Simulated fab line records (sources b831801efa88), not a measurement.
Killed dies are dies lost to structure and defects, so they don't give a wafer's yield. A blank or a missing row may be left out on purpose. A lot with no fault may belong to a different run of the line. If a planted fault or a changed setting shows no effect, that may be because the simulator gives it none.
fab line records	flow sky130
record lots=6	wafers=18	last-day=50
route steps=708 shown NWELL@65 PAD_OPEN@708
lots that met no fault: taken from a fault-free run of the same line
start-h: the number of hours between the record's first day and the start of the first shown wafer of the lot	wait-h: how many hours have passed since the lot's step before this one	" repeats the value in the row above	L1.1+2: several wafers, shown together as one row	- no value, or no start given	* or withheld: withheld	< > ~ a bound
route shown NAME@n: a module of which the file shows steps, and the number in the route of the first	usual: mean/standard deviation taken from wafers without a fault	same: alike in all rows	chamber/n: place in a boat	sites: per-site readings	_std_site: standard deviation across them	_edge_site: outer sites' mean less inner sites'	radius-mm: how far each site lies from the wafer's centre	mask NAME#n: copy n	behind: the last tool/chamber to shape the wafer	hold: why the lot was held/for how many hours/how that ended	device: names the non-switching transistor (n, p or np)	end of line: the same wafers' tests at the end of the route	a step with no rows: only its recipe	killed: dies lost to structure and defects at the first sort, not the wafer's yield	map: a wafer's dies, marking killed ones x, the rest . and places with no die _
set.NAME: the setting the step ran with; set.NAME@STEP: the setting that earlier step ran with	model.NAME: the simulator's own value behind a step, which no gauge read
lots at some steps of the route; a table a step, a row a wafer
services: the hour from which a tool's chamber was out of use, counted from the record's first day as start-h (under 0 if before that day), plus the number of hours and why
## steps
# step SKY_NWELL_IMPLANT_12
# recipe species=P	energy-kev=120.8	dose-cm2=1.3e+12	tilt-deg=withheld
# step SKY_NWELL_IMPLANT_13
# recipe species=P	energy-kev=50	dose-cm2=7e+11	tilt-deg=withheld
# step SKY_NWELL_STRIP_14
# recipe chemistry=O2/N2	power-w=1400	pressure-mtorr=1500	platen-temp-c=withheld	o2-flow-sccm=3000	n2-flow-sccm=300	overash-fraction=0.5
# usual drypump-motor-current-A=5.5/0.32	oes-product-au=0.722/0.0044	strip-time-to-endpoint-s=36.95/0.13
# same overash-fraction=0.5
lot.wafer	tool	chamber	start-h	wait-h	drypump-motor-current-A	oes-product-au	rf-hours-counter-h	strip-time-to-endpoint-s
L189.2	plasma-asher-02	0	116.81	0.1	5.6	0.724	42	36.81
L189.3	"	0	"	"	5.6	0.724	-	36.85
L189.4	"	1	"	"	5.5	0.719	-	36.90
L191.2	plasma-asher-02	0	132.78	0.1	5.6	0.726	44	36.89
L191.3	"	0	"	"	5.6	0.723	-	36.88
L191.4	"	1	"	"	5.5	0.721	-	36.88
L192.3	plasma-asher-04	0	141.66	0.1	5.3	0.725	-	36.90
L192.5	"	0	"	"	5.3	0.720	-	37.07
L192.6	"	1	"	"	5.0	0.724	-	37.05
L193.1	plasma-asher-02	1	141.98	0.1	5.5	0.727	45	37.02
L193.2	"	0	"	"	5.7	0.718	45	36.97
L193.3	"	1	"	"	5.5	0.718	-	36.97
L204.1	plasma-asher-04	0	207.48	0.1	5.3	0.724	40	37.14
L204.3	"	1	"	"	5.0	0.723	-	37.04
L204.5	"	0	"	"	5.3	0.718	-	37.06
L205.2	plasma-asher-04	0	214.71	0.1	5.3	0.717	41	36.84
L205.3	"	0	"	"	5.3	0.734	-	36.88
L205.5	"	0	"	"	5.3	0.727	-	36.79
# step SKY_NWELL_TW_MEAS_15
# usual NWELL_TW=1816/22
lot.wafer	tool	chamber	start-h	wait-h	NWELL_TW
L189.2	film-metro-04	-	116.92	0.1	1819
L189.3	"	-	"	"	1831
L189.4	"	-	"	"	1836
L191.2	film-metro-01	-	132.89	0.1	1788
L191.3	"	-	"	"	1780
L191.4	"	-	"	"	1794
L192.3	film-metro-04	-	141.75	0.1	1851
L192.5	"	-	"	"	1849
L192.6	"	-	"	"	1847
L193.1	film-metro-01	-	142.08	0.1	1795
L193.2	"	-	"	"	1785
L193.3	"	-	"	"	1791
L204.1	film-metro-04	-	207.58	0.1	1838
L204.3	"	-	"	"	1849
L204.5	"	-	"	"	1838
L205.2	film-metro-03	-	214.82	0.1	1801
L205.3	"	-	"	"	1807
L205.5	"	-	"	"	1813
# step SKY_NWELL_DEHYDRATE_16
# recipe temp-c=200	time-s=60
# step SKY_NWELL_HMDS_17
# recipe prime-time-s=60	prime-temp-c=120
# step SKY_NWELL_COAT_18
# recipe spin-rpm=2000	resist-thk-nm=3000
# step SKY_NWELL_SOFTBAKE_19
# recipe temp-c=110	time-s=withheld
# step SKY_NWELL_EXPOSE_20
# recipe mask-id=NWM_COMPLEMENT	na=0.6	source-shape=conventional	sigma-outer=0.6	polarization=unpolarized	target-cd-nm=840	dose-mj=260
# step SKY_NWELL_PEB_21
# recipe temp-c=115	time-s=withheld
# step SKY_NWELL_DEVELOP_22
# recipe wall-angle-deg=90	developer=TMAH	develop-time-s=60	dev-temp-c=23
# step SKY_NWELL_OVL_MEAS_23
# usual NWELL_01_OVL=0.9/1.3
lot.wafer	tool	chamber	start-h	wait-h	NWELL_01_OVL[nm]
L189.2	overlay-02	-	134.55	-	0.6
L189.3	"	-	"	"	1.4
L189.4	"	-	"	"	1.8
L191.2	overlay-01	-	152.38	-	1.1
L191.3	"	-	"	"	1.5
L191.4	"	-	"	"	1.3
L192.3	overlay-02	-	161.49	-	0.8
L192.5	"	-	"	"	2.2
L192.6	"	-	"	"	2.7
L193.1	overlay-01	-	161.69	-	-1.6
L193.2	"	-	"	"	-0.5
L193.3	"	-	"	"	-0.1
L204.1	overlay-02	-	230.34	-	-0.4
L204.3	"	-	"	"	0.9
L204.5	"	-	"	"	1.4
L205.2	overlay-01	-	237.65	-	1.7
L205.3	"	-	"	"	1.1
L205.5	"	-	"	"	1.4
# step SKY_NWELL_IMPLANT_24
# recipe species=B	energy-kev=140	dose-cm2=9.2e+12	tilt-deg=withheld
lot.wafer	tool	chamber	start-h	wait-h
L189.2+3+4	implanter-04	0	134.60	0.0
L191.2+3+4	implanter-04	0	152.44	0.0
L191.2+3+4	implanter-04	0	152.75	0.3
L192.3+5+6	implanter-01	0	161.56	0.1
L193.1+2+3	implanter-04	0	161.73	0.0
L193.1+2+3	implanter-04	0	162.04	0.3
L204.1+3+5	implanter-02	0	230.38	0.0
L205.2+3+5	implanter-04	0	237.70	0.0
# step SKY_NWELL_STRIP_25
# recipe chemistry=O2/N2	power-w=1400	pressure-mtorr=1500	platen-temp-c=withheld	o2-flow-sccm=3000	n2-flow-sccm=300	overash-fraction=0.5
# usual drypump-motor-current-A=5.6/0.33	oes-product-au=0.722/0.0047	strip-time-to-endpoint-s=36.96/0.12
# same overash-fraction=0.5
lot.wafer	tool	chamber	start-h	wait-h	drypump-motor-current-A	oes-product-au	rf-hours-counter-h	strip-time-to-endpoint-s
L189.2	plasma-asher-04	0	134.73	0.1	5.4	0.723	32	36.89
L189.3	"	1	"	"	5.0	0.725	-	36.98
L189.4	"	0	"	"	5.3	0.722	-	36.95
L191.2	plasma-asher-02	1	152.88	0.1	5.5	0.732	45	36.94
L191.3	"	1	"	"	5.5	0.721	-	36.84
L191.4	"	0	"	"	5.7	0.723	-	36.94
L192.3	plasma-asher-03	0	161.70	0.1	6.0	0.723	-	36.89
L192.5	"	1	"	"	5.9	0.722	-	36.85
L192.6	"	0	"	"	6.0	0.717	-	36.87
L193.1	plasma-asher-04	1	162.19	0.1	5.0	0.723	35	36.91
L193.2	"	0	"	"	5.3	0.731	35	36.88
L193.3	"	0	"	"	5.3	0.724	-	36.87
L204.1	plasma-asher-02	0	230.53	0.1	5.7	0.714	52	36.99
L204.3	"	1	"	"	5.5	0.725	-	36.94
L204.5	"	0	"	"	5.6	0.731	-	37.01
L205.2	plasma-asher-03	0	237.83	0.1	6.0	0.725	54	36.95
L205.3	"	1	"	"	5.9	0.729	-	37.01
L205.5	"	0	"	"	6.0	0.729	-	36.90
# step SKY_NWELL_TW_MEAS_26
# usual NWELL_2_TW=496/5.6
lot.wafer	tool	chamber	start-h	wait-h	NWELL_2_TW
L189.2	film-metro-03	-	134.84	0.1	495
L189.3	"	-	"	"	495
L189.4	"	-	"	"	494
L191.2	film-metro-01	-	153.07	0.2	605
L191.3	"	-	"	"	605
L191.4	"	-	"	"	606
L192.3	film-metro-04	-	161.78	0.1	501
L192.5	"	-	"	"	502
L192.6	"	-	"	"	500
L193.1	film-metro-04	-	162.29	0.1	626
L193.2	"	-	"	"	625
L193.3	"	-	"	"	620
L204.1	film-metro-03	-	230.63	0.1	495
L204.3	"	-	"	"	496
L204.5	"	-	"	"	493
L205.2	film-metro-01	-	237.94	0.1	486
L205.3	"	-	"	"	484
L205.5	"	-	"	"	484
# step SKY_NWELL_CLEAN_27
# recipe chemistry=SC1/SC2	mix=1:4:20	temp-c=70	time-s=150	dry=n2-spin
# step SKY_PAD_OPEN_PROBE_99
# usual killed_at_M0_to_M3=42/6.7	killed_at_M4_up=3.4/2	killed-at-contacts=24/5.1	killed-at-front-end=14/4.2	killed-at-other=0.2/0.49	killed-dies=84/8.4	killed-open=46/7	killed-short=39/5.8
# same gross-dies=492	killed-at-back-side=0
lot.wafer	tool	chamber	start-h	wait-h	killed_at_M0_to_M3	killed_at_M4_up	killed-at-contacts	killed-at-front-end	killed-at-other	killed-dies	killed-open	killed-short	model.etest.pfet_16v.r-on-ohm-um	model.etest.res-iso-pwell.rs-ohm-sq	model.etest.res-pwell-under-gate.rs-ohm-sq	model.etest.nfet_16v.r-on-ohm-um	model.etest.res-iso-pwell.line-ohm-um	model.etest.tip_n_5v.rs-ohm-sq	model.etest.res-nwell.line-ohm-um	model.etest.res-nwell.width-nm
L189.2	prober-01	-	1109.96	0.1	34	1	38	12	0	85	41	44	1.486e+04	2844	2293	1.392e+04	1071	1397	1120	833.3
L189.3	prober-01	-	1110.01	0.2	53	2	25	21	0	101	50	51	1.538e+04	3119	2280	1.41e+04	1194	1405	1162	831.3
L189.4	prober-01	-	1110.06	0.2	44	1	31	17	0	93	60	33	1.492e+04	2894	2294	1.413e+04	1101	1394	1126	830.7
L191.2	prober-01	-	1127.21	0.1	49	2	24	10	0	85	53	32	1.12e+04	1742	1430	1.491e+04	649.1	1494	1217	770
L191.3	prober-01	-	1127.26	0.2	38	2	26	17	0	83	45	38	1.111e+04	1698	1443	1.482e+04	636.6	1488	1202	771
L191.4	prober-01	-	1127.31	0.2	39	1	20	7	1	68	37	31	1.123e+04	1803	1436	1.478e+04	662.5	1490	1233	775.7
L193.1	prober-02	-	1136.31	0.1	35	6	14	22	0	77	42	35	1.155e+04	2059	1457	1.459e+04	765.4	1526	1223	804.8
L193.2	prober-02	-	1136.36	0.1	42	5	24	14	0	85	40	45	1.146e+04	2001	1464	1.456e+04	756.7	1519	1215	794.1
L193.3	prober-02	-	1136.41	0.2	33	2	20	10	1	66	34	32	1.132e+04	1947	1458	1.457e+04	718.8	1530	1193	793.1
L192.3	prober-01	-	1136.76	0.2	38	5	26	11	0	80	45	35	1.476e+04	2873	2270	1.374e+04	1088	1382	1199	821.2
L192.5	prober-01	-	1136.86	0.2	38	5	26	12	1	82	43	39	1.468e+04	2937	2269	1.379e+04	1118	1389	1218	819.8
L192.6	prober-01	-	1136.91	0.2	31	5	28	14	0	78	43	35	1.467e+04	2875	2280	1.38e+04	1094	1397	1192	822.3
L204.1	prober-02	-	1190.77	0.1	50	2	23	16	1	92	51	41	1.528e+04	2787	2294	1.427e+04	1041	1391	1193	820.7
L204.3	prober-02	-	1190.87	0.2	48	3	28	10	0	89	45	44	1.56e+04	2982	2290	1.425e+04	1116	1379	1221	830.1
L204.5	prober-02	-	1190.97	0.2	57	5	29	13	0	104	58	46	1.552e+04	2920	2276	1.427e+04	1096	1388	1207	822.9
L205.2	prober-01	-	1199.49	0.1	36	5	18	15	0	74	37	37	1.568e+04	3175	2276	1.427e+04	1208	1366	1142	849.1
L205.3	prober-01	-	1199.54	0.2	48	4	32	4	0	88	46	42	1.523e+04	3043	2292	1.427e+04	1149	1380	1108	841.5
L205.5	prober-01	-	1199.64	0.2	46	2	20	17	0	85	47	38	1.516e+04	2962	2289	1.421e+04	1120	1369	1109	851.2
# killed by level:class
L189.2 CONTACT:geometric-particle:short=12 LI_CONTACT:geometric-particle:open=9 CONTACT:geometric-particle:open=9 VIA3:geometric-particle:open=6 VIA1:geometric-particle:short=5 METAL3:geometric-particle:short=5 FIELD_ISO:geometric-particle:open=4 METAL1:geometric-particle:short=4
L189.3 VIA1:geometric-particle:open=9 VIA2:geometric-particle:open=8 CONTACT:geometric-particle:short=7 METAL1:geometric-particle:short=7 VIA2:geometric-particle:short=6 CONTACT:geometric-particle:open=6 POLY_GATE:geometric-particle:open=5 LI_CONTACT:geometric-particle:open=5
L189.4 CONTACT:geometric-particle:open=17 VIA1:geometric-particle:open=9 VIA2:geometric-particle:open=9 METAL3:geometric-particle:short=8 LI_CONTACT:geometric-particle:open=6 VIA3:geometric-particle:short=6 FIELD_ISO:geometric-particle:short=5 FIELD_ISO:geometric-particle:open=5
L191.2 VIA1:geometric-particle:open=16 CONTACT:geometric-particle:open=10 METAL2:geometric-particle:short=9 FIELD_ISO:geometric-particle:open=8 LI_CONTACT:geometric-particle:open=6 VIA2:geometric-particle:open=6 VIA1:geometric-particle:short=6 LI_CONTACT:geometric-particle:short=3
L191.3 VIA1:geometric-particle:open=13 LI_CONTACT:geometric-particle:open=8 CONTACT:geometric-particle:open=6 LOCAL_INTERCONNECT:geometric-particle:short=5 FIELD_ISO:geometric-particle:short=4 POLY_GATE:geometric-particle:open=4 METAL1:geometric-particle:short=4 VIA1:geometric-particle:short=4
L191.4 CONTACT:geometric-particle:open=10 VIA1:geometric-particle:open=8 METAL1:geometric-particle:short=7 CONTACT:geometric-particle:short=5 METAL2:geometric-particle:short=5 VIA2:geometric-particle:open=5 VIA3:geometric-particle:open=4 FIELD_ISO:geometric-particle:open=3
L193.1 FIELD_ISO:geometric-particle:open=10 VIA1:geometric-particle:open=6 FIELD_ISO:geometric-particle:short=5 VIA1:geometric-particle:short=5 VIA3:geometric-particle:open=5 METAL4:geometric-particle:short=5 LI_CONTACT:geometric-particle:open=4 CONTACT:geometric-particle:open=4
L193.2 VIA3:geometric-particle:open=7 FIELD_ISO:geometric-particle:short=6 LI_CONTACT:geometric-particle:open=6 VIA1:geometric-particle:open=6 LI_CONTACT:geometric-particle:short=5 CONTACT:geometric-particle:open=5 METAL1:geometric-particle:short=5 VIA2:geometric-particle:open=4
L193.3 CONTACT:geometric-particle:open=9 METAL2:geometric-particle:short=8 METAL1:geometric-particle:short=6 VIA1:geometric-particle:open=6 VIA2:geometric-particle:open=4 FIELD_ISO:geometric-particle:short=3 LI_CONTACT:geometric-particle:open=3 LOCAL_INTERCONNECT:geometric-particle:short=3
L192.3 CONTACT:geometric-particle:open=13 VIA3:geometric-particle:open=10 VIA1:geometric-particle:open=7 CONTACT:geometric-particle:short=6 VIA1:geometric-particle:short=6 LI_CONTACT:geometric-particle:open=5 FIELD_ISO:geometric-particle:open=4 FIELD_ISO:geometric-particle:short=3
L192.5 CONTACT:geometric-particle:open=9 LI_CONTACT:geometric-particle:open=8 VIA1:geometric-particle:open=8 METAL1:geometric-particle:short=6 LOCAL_INTERCONNECT:geometric-particle:short=5 VIA3:geometric-particle:open=5 METAL2:geometric-particle:short=5 METAL3:geometric-particle:short=4
L192.6 LI_CONTACT:geometric-particle:open=13 VIA1:geometric-particle:open=8 POLY_GATE:geometric-particle:short=6 CONTACT:geometric-particle:open=6 CONTACT:geometric-particle:short=5 METAL1:geometric-particle:short=4 VIA2:geometric-particle:short=4 VIA3:geometric-particle:open=4
L204.1 VIA1:geometric-particle:open=12 VIA3:geometric-particle:open=11 FIELD_ISO:geometric-particle:short=8 VIA2:geometric-particle:open=8 CONTACT:geometric-particle:short=7 METAL1:geometric-particle:short=6 LI_CONTACT:geometric-particle:open=5 CONTACT:geometric-particle:open=5
L204.3 CONTACT:geometric-particle:open=11 VIA1:geometric-particle:open=9 LI_CONTACT:geometric-particle:open=8 METAL3:geometric-particle:short=7 METAL1:geometric-particle:short=6 METAL2:geometric-particle:short=6 VIA2:geometric-particle:short=5 VIA2:geometric-particle:open=5
L204.5 VIA1:geometric-particle:open=11 LI_CONTACT:geometric-particle:open=10 METAL1:geometric-particle:short=10 VIA2:geometric-particle:open=10 VIA3:geometric-particle:open=8 LOCAL_INTERCONNECT:geometric-particle:short=7 CONTACT:geometric-particle:open=6 METAL2:geometric-particle:short=6
L205.2 VIA3:geometric-particle:short=7 CONTACT:geometric-particle:open=6 VIA1:geometric-particle:open=6 VIA2:geometric-particle:open=6 LOCAL_INTERCONNECT:geometric-particle:short=5 POLY_GATE:geometric-particle:short=4 VIA2:geometric-particle:short=4 METAL4:geometric-particle:short=4
L205.3 LI_CONTACT:geometric-particle:open=12 METAL1:geometric-particle:short=10 VIA1:geometric-particle:open=9 CONTACT:geometric-particle:open=8 VIA1:geometric-particle:short=6 LOCAL_INTERCONNECT:geometric-particle:short=4 CONTACT:geometric-particle:short=4 VIA2:geometric-particle:open=4
L205.5 VIA1:geometric-particle:open=10 VIA2:geometric-particle:open=8 METAL2:geometric-particle:short=6 VIA3:geometric-particle:open=6 LI_CONTACT:geometric-particle:open=5 METAL1:geometric-particle:short=5 POLY_GATE:geometric-particle:short=4 POLY_GATE:geometric-particle:open=4
## services
tool	chamber	start-h	hours	kind
implanter-01	-	102.30	1.2	repair
implanter-04	-	139.47	1.2	repair
plasma-asher-02	-	158.28	8.8	repair
implanter-01	-	172.42	5.5	pm
implanter-02	-	185.39	3.7	repair
implanter-02	-	186.50	4.1	repair
plasma-asher-02	-	191.94	1.1	repair
implanter-04	-	199.06	9.6	repair
implanter-04	-	229.86	1.6	repair
implanter-04	-	233.16	2.6	pm
## key
first-sign step=SKY_NWELL_IMPLANT_24	reading=visit	direction=added
effect step=SKY_NWELL_TW_MEAS_26	reading=NWELL_2_TW	direction=up	sigmas=21	usual=496	struck=614
model-effect step=SKY_PAD_OPEN_PROBE_99	value=etest.pfet_16v.r-on-ohm-um	without=1.514e+04	struck=1.131e+04
met-at SKY_NWELL_IMPLANT_24
struck-wafers L191.2,L191.3,L191.4,L193.1,L193.2,L193.3
tester-left-out L191,L193
fault kind=repeated-step-whole	tool=implanter-01,implanter-02,implanter-04	chamber=-	onset-h=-	steps=SKY_NWELL_IMPLANT_24	times=1	scope=struck-lots-only
# tester-left-out: of these lots the tester's yield and bins aren't shown, on N5 and GAA mostly nor the transistor test; their killed dies are dies lost to structure and defects alone, not to doping, threshold or leakage, so they don't give the yield
